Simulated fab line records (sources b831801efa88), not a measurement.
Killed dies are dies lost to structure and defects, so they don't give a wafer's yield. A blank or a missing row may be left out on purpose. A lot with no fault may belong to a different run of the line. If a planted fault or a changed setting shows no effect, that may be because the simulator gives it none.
Which tool is to blame? :: flow gf180mcu :: 6 lots, 18 wafers sampled, at 4 steps of a route of 602

== WHAT EACH GAUGE READ, for each wafer ==
GF_MIM_THK_MEAS_06.
lot: L522
measured: day 24 21:04
on: film_metro-02
MIM_CVD_05_THK (nm): 41.6 42.3 42.1

lot: L523
measured: day 25 12:19
on: film_metro-01
MIM_CVD_05_THK (nm): 41.7 42.3 42.8

lot: L533
measured: day 28 11:16
on: film_metro-03
MIM_CVD_05_THK (nm): 41.7 74.4 42.1 41.8 74.4 42.2

lot: L538
measured: day 29 20:26
on: film_metro-03
MIM_CVD_05_THK (nm): 41.5 41.6 42.2

lot: L541
measured: day 30 20:39
on: film_metro-02
MIM_CVD_05_THK (nm): 41.1 42.3 41.4

lot: L542
measured: day 31 06:02
on: film_metro-03
MIM_CVD_05_THK (nm): 42.0 42.2 42.1

== WHICH TOOL RAN EACH LOT (tool, then ch and the chambers of the sampled wafers, then the start) ==
lot: L522
GF_V4_SPUTTER_22: pvd_sputter-04, day 24 20:10
GF_MIM_SPUTTER_00: pvd_sputter-03, day 24 20:47
GF_MIM_CVD_05: pecvd-03 ch 0,2, day 24 21:01

lot: L523
GF_V4_SPUTTER_22: pvd_sputter-02, day 25 11:26
GF_MIM_SPUTTER_00: pvd_sputter-04, day 25 12:04
GF_MIM_CVD_05: pecvd-04 ch 0,2, day 25 12:17

lot: L533
GF_V4_SPUTTER_22: pvd_sputter-03, day 28 10:22
GF_MIM_SPUTTER_00: pvd_sputter-04, day 28 10:59
GF_MIM_CVD_05: pecvd-03 ch 0,1,2, day 28 11:13

lot: L538
GF_V4_SPUTTER_22: pvd_sputter-04, day 29 19:34
GF_MIM_SPUTTER_00: pvd_sputter-01, day 29 20:11
GF_MIM_CVD_05: pecvd-01 ch 0,2, day 29 20:25

lot: L541
GF_V4_SPUTTER_22: pvd_sputter-03, day 30 19:45
GF_MIM_SPUTTER_00: pvd_sputter-01, day 30 20:23
GF_MIM_CVD_05: pecvd-04 ch 0,1, day 30 20:36

lot: L542
GF_V4_SPUTTER_22: pvd_sputter-02, day 31 05:09
GF_MIM_SPUTTER_00: pvd_sputter-04, day 31 05:47
GF_MIM_CVD_05: pecvd-04 ch 1,2, day 31 06:00
- GF_V4_SPUTTER_22: material TiN, target thk 10 nm, time 40 s.
- GF_MIM_SPUTTER_00: material Ti, target thk 37.5 nm, time 150 s.
- GF_MIM_CVD_05: deposits Si3N4, target thk 42 nm, time 29.086 s.

== THE ANSWER, worked out from the rows above alone ==
Rule: what is usual is taken from the lots themselves. The widest of any qualifying gaps counts: lots, ordered by their means at a reading, are off when they make up no more than a third of the lots, leave a main group of 4 or more, and stand apart from it by 3 or more times the standard deviation of that group's means. The tables above print the reading to a certain number of digits; a main group whose means all agree to those digits is not used. Also off: a lot with no number at a reading for which 4 or more lots have one. Where the step has rows for the other lots, those lots are counted as sound.
Off: at GF_MIM_THK_MEAS_06 (MIM_CVD_05_THK), L533. For the main group the mean is 41.9 nm and the standard deviation 0.24.
A tool fits if, at a process step before that reading, it ran every lot that is off, and no sound lot after the first of them. Gauges at GF_MIM_THK_MEAS_06: tried the same way as those tools. One fits: pecvd-03 at GF_MIM_CVD_05. Its last sound lot is L522 (day 24 21:01), its first lot that is off L533 (day 28 11:13): a fault that began between those two fits.

== WHAT THE SIMULATOR HAD INSERTED ==
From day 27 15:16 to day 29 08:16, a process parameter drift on pecvd-03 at GF_MIM_CVD_05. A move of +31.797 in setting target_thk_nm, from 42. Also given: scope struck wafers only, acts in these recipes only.
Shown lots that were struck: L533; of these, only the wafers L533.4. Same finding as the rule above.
